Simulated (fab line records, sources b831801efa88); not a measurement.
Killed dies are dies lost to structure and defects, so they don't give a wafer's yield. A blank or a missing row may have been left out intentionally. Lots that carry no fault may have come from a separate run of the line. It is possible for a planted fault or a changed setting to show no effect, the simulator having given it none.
Shared-tool check | flow gf180mcu | 13 lots and 38 wafers in the sample

THE REASON FOR OPENING IT
Of 13 lots, 1 have the reading VT_IMPLANT_4_TW flagged at GF_VT_IMPLANT_TW_MEAS_43. Wafers without a fault read 691, standard deviation 4.3.
Rule: flag the lot when none of its wafers has a number, or when each of its wafers that has one lies beyond 4 standard deviations from that mean. The rest of the lots are taken to be sound.

lot  | measured     | on            | VT_IMPLANT_4_TW, wafer by wafer | flag
L367 | day 7 14:47  | film_metro-03 | 688 694 692                     |
L368 | day 7 19:24  | film_metro-04 | 696 695 694                     |
L370 | day 8 14:26  | film_metro-04 | 695 695 695                     |
L371 | day 8 17:53  | film_metro-04 | 698 698 698                     |
L372 | day 9 05:46  | film_metro-04 | 693 692 693                     |
L373 | day 9 06:40  | film_metro-02 | 685 684 681                     |
L374 | day 9 17:40  | film_metro-04 | 692 692 692                     |
L375 | day 9 17:52  | film_metro-03 | 691 697 694                     |
L376 | day 9 22:39  | film_metro-04 | 692 694 693                     |
L377 | day 10 14:06 | film_metro-04 | 692 687 691                     |
L378 | day 10 16:02 | film_metro-02 | 686 688 688                     |
L386 | day 12 19:32 | film_metro-03 | 711 711                         | FLAGGED
L390 | day 13 23:26 | film_metro-02 | 683 685 679                     |
The mean of the flagged lots' numbers is 711, +20 from the usual (+5 standard deviations).

WHICH TOOL EACH LOT WENT THROUGH
2 process steps preceding the reading are held in the record, out of 602 steps in the route. Each cell gives the tool, then ch followed by the chambers the sampled wafers passed through, then the start.
lot  | flag    | GF_MVPSD_STRIP_10                    | GF_VT_IMPLANT_IMPLANT_41
L367 |         | plasma_asher-02 ch 0,1, day 5 02:32  | implanter-01 ch 0, day 7 14:33
L368 |         | plasma_asher-01 ch 0,1, day 5 06:08  | implanter-03 ch 0, day 7 19:10
L370 |         | plasma_asher-02 ch 1, day 5 23:02    | implanter-03 ch 0, day 8 14:11
L371 |         | plasma_asher-04 ch 0,1, day 6 02:11  | implanter-01 ch 0, day 8 17:39
L372 |         | plasma_asher-02 ch 0,1, day 6 13:26  | implanter-03 ch 0, day 9 05:31
L373 |         | plasma_asher-04 ch 0,1, day 6 13:47  | implanter-01 ch 0, day 9 06:25
L374 |         | plasma_asher-04 ch 0,1, day 7 00:20  | implanter-02 ch 0, day 9 17:25
L375 |         | plasma_asher-02 ch 0,1, day 7 00:28  | implanter-01 ch 0, day 9 17:39
L376 |         | plasma_asher-01 ch 0,1, day 7 04:40  | implanter-03 ch 0, day 9 22:27
L377 |         | plasma_asher-01 ch 0,1, day 7 17:47  | implanter-02 ch 0, day 10 13:52
L378 |         | plasma_asher-02 ch 0,1, day 7 19:08  | implanter-03 ch 0, day 10 15:48
L386 | FLAGGED | plasma_asher-01 ch 1, day 9 17:14    | implanter-03 ch 0, day 12 19:18
L390 |         | plasma_asher-01 ch 0,1, day 10 19:08 | implanter-01 ch 0, day 13 23:11
What the steps here do:
- GF_MVPSD_STRIP_10: strips in O2/N2.
- GF_VT_IMPLANT_IMPLANT_41
- GF_VT_IMPLANT_TW_MEAS_43

FLAGGED OVER TOTAL, TOOL BY TOOL (the gauges that took the reading come last)
step                     | tool            | lots run | flagged | share of the flagged lots | sound lots run after its first flagged lot
GF_MVPSD_STRIP_10        | plasma_asher-01 | 5        | 1       | all                       | 1 (L390)
GF_MVPSD_STRIP_10        | plasma_asher-02 | 5        | 0       | none                      | -
GF_MVPSD_STRIP_10        | plasma_asher-04 | 3        | 0       | none                      | -
GF_VT_IMPLANT_IMPLANT_41 | implanter-01    | 5        | 0       | none                      | -
GF_VT_IMPLANT_IMPLANT_41 | implanter-02    | 2        | 0       | none                      | -
GF_VT_IMPLANT_IMPLANT_41 | implanter-03    | 6        | 1       | all                       | 0
GF_VT_IMPLANT_TW_MEAS_43 | film_metro-02   | 3        | 0       | none                      | -
GF_VT_IMPLANT_TW_MEAS_43 | film_metro-03   | 3        | 1       | all                       | 0
GF_VT_IMPLANT_TW_MEAS_43 | film_metro-04   | 7        | 0       | none                      | -

WHAT THE TABLE PERMITS
Rows of the table that ran every flagged lot, 3 in all: plasma_asher-01 at GF_MVPSD_STRIP_10, implanter-03 at GF_VT_IMPLANT_IMPLANT_41, film_metro-03 at GF_VT_IMPLANT_TW_MEAS_43.
- plasma_asher-01 at GF_MVPSD_STRIP_10 ran 5 lots, 1 of them flagged. Sound lots followed the first flagged one (L390) on it, something a lasting fault affecting the whole tool could not allow.
- implanter-03 at GF_VT_IMPLANT_IMPLANT_41 ran 6 lots, 1 of them flagged. It ran its last sound lot, L378, at day 10 15:48 and its first flagged lot, L386, at day 12 19:18: a fault with its onset between the two fits. Its own readings (beam_on_s, faraday_current_uA) fall more than 4 standard deviations out on all wafers of the flagged lots.
- film_metro-03 at GF_VT_IMPLANT_TW_MEAS_43 ran 3 lots, 1 of them flagged. It ran its last sound lot, L375, at day 9 17:52 and its first flagged lot, L386, at day 12 19:32: a fault with its onset between the two fits.
These 2 tools cannot be told apart by counting lots, since each of them fits a fault that started at some hour. More lots, or a look at what each step does to the wafer, might.

WHAT HAD BEEN PUT IN BY THE SIMULATOR
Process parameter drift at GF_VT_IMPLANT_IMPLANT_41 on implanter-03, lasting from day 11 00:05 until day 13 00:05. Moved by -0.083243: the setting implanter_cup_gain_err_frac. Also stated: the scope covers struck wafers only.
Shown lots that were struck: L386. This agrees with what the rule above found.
